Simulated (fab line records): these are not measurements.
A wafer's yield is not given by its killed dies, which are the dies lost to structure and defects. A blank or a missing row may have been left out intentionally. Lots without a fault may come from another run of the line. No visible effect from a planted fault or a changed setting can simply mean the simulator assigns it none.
Which of the tools did it?	flow gf180mcu	Sampling: 24 lots, 72 wafers, 5 of 602 route steps

== WHAT EACH GAUGE READ, for each wafer ==
GF_M3_RS_MEAS_05: measurement is done with a four-point probe.
lot	measured	on	M3_ALCU_RS (ohm/sq)
L074	day 20 17:32	filmMetro-02	0.0702 0.0705 0.0709
L075	day 21 02:48	filmMetro-02	0.0697 0.0692 0.0681
L076	day 21 09:19	filmMetro-02	0.0687 0.0695 0.0711
L077	day 21 16:56	filmMetro-02	0.0706 0.0702 0.0689
L078	day 21 19:54	filmMetro-02	0.0703 0.0694 0.0687
L080	day 22 13:20	filmMetro-02	0.0690 0.0700 0.0701
L079	day 22 13:36	filmMetro-01	0.0695 0.0712 0.0711
L081	day 23 01:25	filmMetro-02	0.0682 0.0708 0.0701
L082	day 23 07:47	filmMetro-04	0.0686 0.0712 0.0704
L083	day 23 14:19	filmMetro-02	0.0706 0.0708 0.0709
L084	day 23 21:10	filmMetro-01	0.0696 0.0683 0.0689
L085	day 24 07:37	filmMetro-04	0.0713 0.0715 0.0706
L086	day 24 16:03	filmMetro-02	0.0702 0.0684 0.0693
L087	day 25 05:45	filmMetro-01	0.0695 0.0705 0.0698
L088	day 25 09:36	filmMetro-02	0.0700 0.0708 0.0693
L089	day 25 17:53	filmMetro-02	0.0705 0.0715 0.0714
L090	day 25 23:11	filmMetro-01	0.0706 0.0707 0.0697
L091	day 26 06:37	filmMetro-01	0.0703 0.0697 0.0706
L092	day 26 14:43	filmMetro-02	0.0709 0.0704 0.0693
L093	day 26 22:58	filmMetro-01	0.0703 0.0708 0.0706
L094	day 27 06:55	filmMetro-02	0.0701 0.0699 0.0700
L095	day 27 12:11	filmMetro-02	0.0689 0.0693 0.0694
L096	day 27 20:11	filmMetro-01	0.0708 0.0701 0.0703
L097	day 27 22:31	filmMetro-02	0.0684 0.0692 0.0682

GF_V3_OVL_MEAS_15.
lot	measured	on	V3_OVL (nm)
L074	day 22 18:59	overlay-02	9 -1 1
L075	day 23 02:26	overlay-01	6 2 12
L076	day 23 08:38	overlay-01	-4 -6 0
L077	day 23 16:50	overlay-01	-6 -9 -16
L078	day 23 19:12	overlay-02	-2 5 -1
L080	day 24 11:23	overlay-02	1 -3 -2
L079	day 24 12:05	overlay-01	0 1 -3
L081	day 24 23:01	overlay-01	0 -9 -10
L082	day 25 05:52	overlay-01	-9 0 1
L083	day 25 10:11	overlay-01	0 7 -1
L084	day 25 21:05	overlay-02	1 1 4
L085	day 26 02:53	overlay-01	0 4 4
L086	day 26 12:25	overlay-01	7 1 3
L087	day 27 00:22	overlay-02	-3 -7 -2
L088	day 27 04:14	overlay-02	9 10 8
L089	day 27 11:41	overlay-02	0 -4 -3
L090	day 27 17:05	overlay-02	5 5 5
L091	day 27 23:34	overlay-02	8 2 9
L092	day 28 07:54	overlay-01	-2 -1 0
L093	day 28 15:56	overlay-02	-2 -4 -1
L094	day 29 00:13	overlay-02	1 0 -1
L095	day 29 04:19	overlay-02	3 -2 4
L096	day 29 12:16	overlay-01	2 2 4
L097	day 29 14:22	overlay-02	-7 -5 -3

GF_M4_CD_MEAS_14 targets a cd of 280 nm.
lot	measured	on	cdNm (nm)
L074	day 23 19:41	cdSem-02	280.6 278.4 279.6
L075	day 24 02:09	cdSem-01	279.3 278.6 279.4
L076	day 24 09:05	cdSem-02	281.6 280.2 278.9
L077	day 24 16:29	cdSem-02	278.7 277.8 279.3
L078	day 24 18:45	cdSem-02	279.0 279.8 281.0
L080	day 25 09:31	cdSem-01	279.2 279.5 278.2
L079	day 25 10:29	cdSem-01	280.1 279.2 279.7
L081	day 25 22:59	cdSem-01	279.0 278.4 280.2
L082	day 26 04:40	cdSem-01	280.2 278.7 278.5
L083	day 26 08:03	cdSem-01	279.1 280.8 278.4
L084	day 26 19:17	cdSem-01	281.3 280.7 280.4
L085	day 27 00:39	cdSem-02	280.1 280.3 280.0
L086	day 27 10:17	cdSem-01	280.6 281.0 281.7
L087	day 27 21:32	cdSem-01	279.5 280.1 279.6
L088	day 28 01:52	cdSem-02	280.6 281.1 280.1
L089	day 28 09:41	cdSem-02	279.2 279.8 279.1
L090	day 28 14:35	cdSem-01	280.2 278.4 279.4
L091	day 28 20:11	cdSem-02	279.1 280.3 279.7
L092	day 29 04:35	cdSem-01	279.5 279.7 279.0
L093	day 29 12:31	cdSem-02	278.6 279.1 279.1
L094	day 29 21:14	cdSem-01	280.1 280.5 281.3
L095	day 30 01:01	cdSem-02	277.7 278.8 278.3
L096	day 30 09:04	cdSem-01	280.9 280.6 280.6
L097	day 30 10:43	cdSem-02	280.5 280.3 278.9

== TOOL THAT RAN EACH LOT (tool first, then ch and the chambers of the sampled wafers, then the start) ==
lot	GF_M3_SPUTTER_02	GF_M4_SPUTTER_00
L074	pvdSputter-04, day 20 17:26	pvdSputter-02, day 22 20:48
L075	pvdSputter-01, day 21 02:43	pvdSputter-03, day 23 03:50
L076	pvdSputter-04, day 21 09:11	pvdSputter-02, day 23 10:00
L077	pvdSputter-01, day 21 16:51	pvdSputter-03, day 23 18:14
L078	pvdSputter-01, day 21 19:47	pvdSputter-04, day 23 20:41
L080	pvdSputter-04, day 22 13:13	pvdSputter-03, day 24 12:45
L079	pvdSputter-01, day 22 13:31	pvdSputter-02, day 24 13:31
L081	pvdSputter-01, day 23 01:19	pvdSputter-04, day 25 00:50
L082	pvdSputter-04, day 23 07:42	pvdSputter-02, day 25 07:17
L083	pvdSputter-01, day 23 14:11	pvdSputter-04, day 25 11:34
L084	pvdSputter-03, day 23 21:05	pvdSputter-04, day 25 22:31
L085	pvdSputter-04, day 24 07:31	pvdSputter-03, day 26 04:16
L086	pvdSputter-04, day 24 15:56	pvdSputter-04, day 26 13:48
L087	pvdSputter-04, day 25 05:38	pvdSputter-03, day 27 01:45
L088	pvdSputter-01, day 25 09:29	pvdSputter-02, day 27 05:37
L089	pvdSputter-01, day 25 17:42	pvdSputter-03, day 27 13:28
L090	pvdSputter-01, day 25 23:05	pvdSputter-04, day 27 18:29
L091	pvdSputter-04, day 26 06:31	pvdSputter-03, day 28 00:58
L092	pvdSputter-01, day 26 14:35	pvdSputter-04, day 28 09:17
L093	pvdSputter-04, day 26 22:50	pvdSputter-03, day 28 17:18
L094	pvdSputter-01, day 27 06:49	pvdSputter-04, day 29 01:36
L095	pvdSputter-03, day 27 12:05	pvdSputter-03, day 29 05:44
L096	pvdSputter-01, day 27 20:04	pvdSputter-04, day 29 13:43
L097	pvdSputter-04, day 27 22:25	pvdSputter-03, day 29 15:45
- GF_M3_SPUTTER_02: material AlCu, target thk 450 nm, time 23.9 s.
- GF_M4_SPUTTER_00: material Ti, target thk 37.5 nm, time 150 s.

== AS READ BY THE TOOLS THEMSELVES (means over the sampled wafers that have a number; for cases with no such wafer, the mark the record gives instead) ==
GF_M3_SPUTTER_02.
lot	tool	chamberPressurePa (Pa)	throttleValvePct (%)
L074	pvdSputter-04	0.4000	30.7
L075	pvdSputter-01	0.4004	30.3
L076	pvdSputter-04	0.3998	31.3
L077	pvdSputter-01	0.3996	29.8
L078	pvdSputter-01	0.4001	29.9
L080	pvdSputter-04	0.3997	30.1
L079	pvdSputter-01	0.3995	30.3
L081	pvdSputter-01	0.3997	29.9
L082	pvdSputter-04	0.3995	30.5
L083	pvdSputter-01	0.4001	30.4
L084	pvdSputter-03	0.3995	30.5
L085	pvdSputter-04	0.3998	29.6
L086	pvdSputter-04	0.4001	30.5
L087	pvdSputter-04	0.3999	30.6
L088	pvdSputter-01	0.3989	29.6
L089	pvdSputter-01	0.3996	29.8
L090	pvdSputter-01	0.4007	30.1
L091	pvdSputter-04	0.4000	31.4
L092	pvdSputter-01	0.4001	30.0
L093	pvdSputter-04	0.4002	31.8
L094	pvdSputter-01	0.3997	30.5
L095	pvdSputter-03	0.3997	31.0
L096	pvdSputter-01	0.4006	30.3
L097	pvdSputter-04	0.3997	30.3

GF_M4_SPUTTER_00.
lot	tool	chamberPressurePa (Pa)	throttleValvePct (%)
L074	pvdSputter-02	1.999	31.1
L075	pvdSputter-03	1.995	29.7
L076	pvdSputter-02	2.002	30.0
L077	pvdSputter-03	2.005	30.5
L078	pvdSputter-04	1.995	29.5
L080	pvdSputter-03	2.001	30.1
L079	pvdSputter-02	2.000	30.7
L081	pvdSputter-04	1.996	29.2
L082	pvdSputter-02	2.000	30.7
L083	pvdSputter-04	2.001	29.9
L084	pvdSputter-04	1.998	30.8
L085	pvdSputter-03	2.000	30.1
L086	pvdSputter-04	2.000	29.6
L087	pvdSputter-03	1.996	30.3
L088	pvdSputter-02	2.001	30.3
L089	pvdSputter-03	1.996	29.9
L090	pvdSputter-04	2.001	31.0
L091	pvdSputter-03	1.998	30.2
L092	pvdSputter-04	1.998	30.8
L093	pvdSputter-03	1.999	30.3
L094	pvdSputter-04	2.004	30.8
L095	pvdSputter-03	2.001	30.8
L096	pvdSputter-04	1.999	30.6
L097	pvdSputter-03	2.003	30.5

== THE ANSWER, worked out from the rows above alone ==
Rule: the lots themselves supply what counts as usual. The widest of any qualifying gaps counts: lots, ordered by their means at a reading, are off when they make up no more than a third of the lots, leave a main group of 4 or more, and stand apart from it by 3 or more times the standard deviation of that group's means. Not used: any main group whose means are identical at the precision the tables above print for the reading. Also off: a lot with no number at a reading for which 4 or more lots have one. All remaining lots with rows at the step are treated as sound. First the gauges in route order, then the tools' own readings, where a lot's mean is used as printed above. At the first step where some lot is off, the reading lying furthest off is the one used; lots without a number count as furthest.
Nothing can be told from this: no lot is off at any reading shown.

== WHAT THE SIMULATOR HAD PUT IN ==
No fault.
